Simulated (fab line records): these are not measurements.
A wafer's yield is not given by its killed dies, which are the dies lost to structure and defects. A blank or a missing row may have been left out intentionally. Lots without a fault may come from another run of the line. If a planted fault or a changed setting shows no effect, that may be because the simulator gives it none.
Which tool did it? | flow gf180mcu | Sampling: 13 lots, 38 wafers, 5 of 602 route steps

== WHAT EACH GAUGE READ, for each wafer ==
GF_NSD_OVL_MEAS_08.
lot  | measured     | on         | NSD_OVL (nm)
L705 | day 13 18:43 | overlay-01 | 0.0 1.4 -1.0
L706 | day 13 21:36 | overlay-02 | 2.8 2.1 2.9
L707 | day 14 04:34 | overlay-02 | 2.2 2.2 1.3
L708 | day 14 16:51 | overlay-02 | 1.4 0.4 0.5
L709 | day 14 22:46 | overlay-02 | -0.3 0.5 -0.6
L710 | day 15 14:49 | overlay-02 | 0.2 0.5 0.4
L712 | day 16 08:07 | overlay-01 | 1.9 4.2 1.5
L713 | day 16 12:34 | overlay-01 | 1.5 -1.2 1.1
L715 | day 17 11:00 | overlay-02 | 0.0 0.4 0.0
L721 | day 19 11:19 | overlay-01 | -2.2 -1.1
L722 | day 19 14:52 | overlay-02 | 0.3 -0.4 1.9
L726 | day 21 02:22 | overlay-02 | 1.3 1.2 1.3
L727 | day 21 03:35 | overlay-01 | 0.5 -0.8 2.2

GF_PSD_RS_MEAS_14: measurement is done with a four-point probe.
lot  | measured     | on            | NSD_RS (ohm/sq)
L705 | day 14 16:28 | film-metro-01 | 46.13 46.06 46.22
L706 | day 14 19:18 | film-metro-01 | 46.09 46.00 46.18
L707 | day 15 02:11 | film-metro-01 | 46.10 46.10 46.13
L708 | day 15 14:59 | film-metro-01 | 46.01 46.08 46.24
L709 | day 15 21:17 | film-metro-02 | 46.04 46.02 46.13
L710 | day 16 14:11 | film-metro-04 | 46.25 46.21 46.13
L712 | day 17 06:49 | film-metro-01 | 46.13 46.14 46.05
L713 | day 17 11:49 | film-metro-02 | 46.08 46.15 46.04
L715 | day 18 11:22 | film-metro-01 | 46.12 46.10 46.04
L721 | day 20 12:08 | film-metro-01 | 46.15 46.19
L722 | day 20 15:37 | film-metro-04 | 46.17 46.33 46.21
L726 | day 22 03:07 | film-metro-02 | 45.93 45.98 45.96
L727 | day 22 04:10 | film-metro-02 | 46.15 46.16 46.11

GF_SAB_THK_MEAS_01.
lot  | measured     | on            | SAB_CVD_00_THK (nm)
L705 | day 14 16:43 | film-metro-04 | 48.5 49.0 49.8
L706 | day 14 19:34 | film-metro-04 | 49.7 49.0 51.0
L707 | day 15 02:25 | film-metro-03 | 50.8 50.7 50.1
L708 | day 15 15:14 | film-metro-02 | 49.2 48.6 49.8
L709 | day 15 21:31 | film-metro-04 | 50.9 50.7 50.7
L710 | day 16 14:25 | film-metro-03 | 50.1 50.4 49.8
L712 | day 17 07:04 | film-metro-04 | 49.6 50.7 50.9
L713 | day 17 12:04 | film-metro-03 | 49.7 49.7 49.8
L715 | day 18 11:37 | film-metro-04 | 48.9 50.5 49.9
L721 | day 20 12:22 | film-metro-04 | 51.2 30.4
L722 | day 20 15:52 | film-metro-02 | 49.7 51.0 50.1
L726 | day 22 03:22 | film-metro-03 | 49.2 49.7 50.1
L727 | day 22 04:35 | film-metro-02 | 49.1 49.3 49.6

== WHAT TOOL EACH LOT RAN ON (gives the tool, then ch and the chambers of the sampled wafers, and finally the start) ==
lot  | GF_HV_LDD_STRIP_37                   | GF_SAB_CVD_00
L705 | plasma-asher-03 ch 0, day 11 21:38   | pecvd-04 ch 0,1, day 14 16:41
L706 | plasma-asher-04 ch 0,1, day 12 02:34 | pecvd-03 ch 0,1,2, day 14 19:32
L707 | plasma-asher-02 ch 0,1, day 12 09:01 | pecvd-03 ch 0,1,2, day 15 02:22
L708 | plasma-asher-02 ch 0,1, day 12 20:43 | pecvd-04 ch 0,2, day 15 15:13
L709 | plasma-asher-02 ch 0,1, day 13 01:37 | pecvd-03 ch 0,1,2, day 15 21:29
L710 | plasma-asher-02 ch 0,1, day 13 17:34 | pecvd-03 ch 0,1,2, day 16 14:22
L712 | plasma-asher-04 ch 0,1, day 14 10:28 | pecvd-04 ch 0,2, day 17 07:01
L713 | plasma-asher-03 ch 0,1, day 14 15:04 | pecvd-04 ch 1,2, day 17 12:01
L715 | plasma-asher-03 ch 0,1, day 15 10:37 | pecvd-01 ch 0,2, day 18 11:36
L721 | plasma-asher-02 ch 0,1, day 17 08:43 | pecvd-03 ch 0,1, day 20 12:20
L722 | plasma-asher-02 ch 0,1, day 17 12:52 | pecvd-04 ch 0,2, day 20 15:49
L726 | plasma-asher-02 ch 0,1, day 18 22:18 | pecvd-04 ch 1,2, day 22 03:19
L727 | plasma-asher-04 ch 0,1, day 19 00:05 | pecvd-01 ch 1,2, day 22 04:24
- GF_HV_LDD_STRIP_37: strips in O2/N2.
- GF_SAB_CVD_00: deposits SiO2 from TEOS, target thk 50 nm, time 4.9302 s.

== AS READ BY THE TOOLS THEMSELVES (means over the sampled wafers that have a number; for cases with no such wafer, the mark the record gives instead) ==
GF_HV_LDD_STRIP_37.
lot  | tool            | drypump-motor-current-A (A) | heater-power-w (W) | oes-product-au (a.u.) | strip-time-to-endpoint-s (s)
L705 | plasma-asher-03 | 6.23                        | 306                | 0.713                 | 12.60
L706 | plasma-asher-04 | 5.95                        | 339                | 0.715                 | 12.64
L707 | plasma-asher-02 | 6.10                        | 333                | 0.716                 | 12.65
L708 | plasma-asher-02 | 6.06                        | 336                | 0.713                 | 12.60
L709 | plasma-asher-02 | 6.10                        | 345                | 0.711                 | 12.64
L710 | plasma-asher-02 | 6.10                        | 337                | 0.715                 | 12.65
L712 | plasma-asher-04 | 5.94                        | 336                | 0.720                 | 12.70
L713 | plasma-asher-03 | 6.08                        | 333                | 0.716                 | 12.60
L715 | plasma-asher-03 | 6.08                        | 329                | 0.715                 | 12.59
L721 | plasma-asher-02 | 6.07                        | 338                | 0.712                 | 12.63
L722 | plasma-asher-02 | 6.10                        | 338                | 0.716                 | 12.64
L726 | plasma-asher-02 | 6.14                        | 334                | 0.717                 | 12.64
L727 | plasma-asher-04 | 6.03                        | 333                | 0.717                 | 12.64

GF_SAB_CVD_00.
lot  | tool     | heater-power-w (W)
L705 | pecvd-04 | 611
L706 | pecvd-03 | 694
L707 | pecvd-03 | 727
L708 | pecvd-04 | 739
L709 | pecvd-03 | 714
L710 | pecvd-03 | 715
L712 | pecvd-04 | 698
L713 | pecvd-04 | 618
L715 | pecvd-01 | 702
L721 | pecvd-03 | 737
L722 | pecvd-04 | 639
L726 | pecvd-04 | 663
L727 | pecvd-01 | 643

== THE ANSWER, worked out from the rows above alone ==
Rule: usual is defined by the lots themselves. The widest of any qualifying gaps counts: lots, ordered by their means at a reading, are off when they make up no more than a third of the lots, leave a main group of 4 or more, and stand apart from it by 3 or more times the standard deviation of that group's means. A main group is skipped when, at the precision printed for the reading in the tables above, its means are all equal. A lot without any number at a reading at which 4 lots or more have one is off too. Any other lot the step has rows for is counted as sound. Order of review: gauges by route order, followed by the tools' own readings, for which a lot's mean as printed above is used. At the first step where some lot is off, the reading lying furthest off is the one used; lots without a number count as furthest.
Off: at GF_SAB_THK_MEAS_01 (SAB_CVD_00_THK), L721. Main group: mean 49.9 nm, sd 0.51.
A tool fits if, at a process step before that reading, it ran every lot that is off, and no sound lot after the first of them. Those tools and the gauges at GF_SAB_THK_MEAS_01 are tried in the same way. This does not decide it: 2 tools fit, namely pecvd-03 at GF_SAB_CVD_00 and film-metro-04 at GF_SAB_THK_MEAS_01.

== WHAT WAS PUT IN BY THE SIMULATOR ==
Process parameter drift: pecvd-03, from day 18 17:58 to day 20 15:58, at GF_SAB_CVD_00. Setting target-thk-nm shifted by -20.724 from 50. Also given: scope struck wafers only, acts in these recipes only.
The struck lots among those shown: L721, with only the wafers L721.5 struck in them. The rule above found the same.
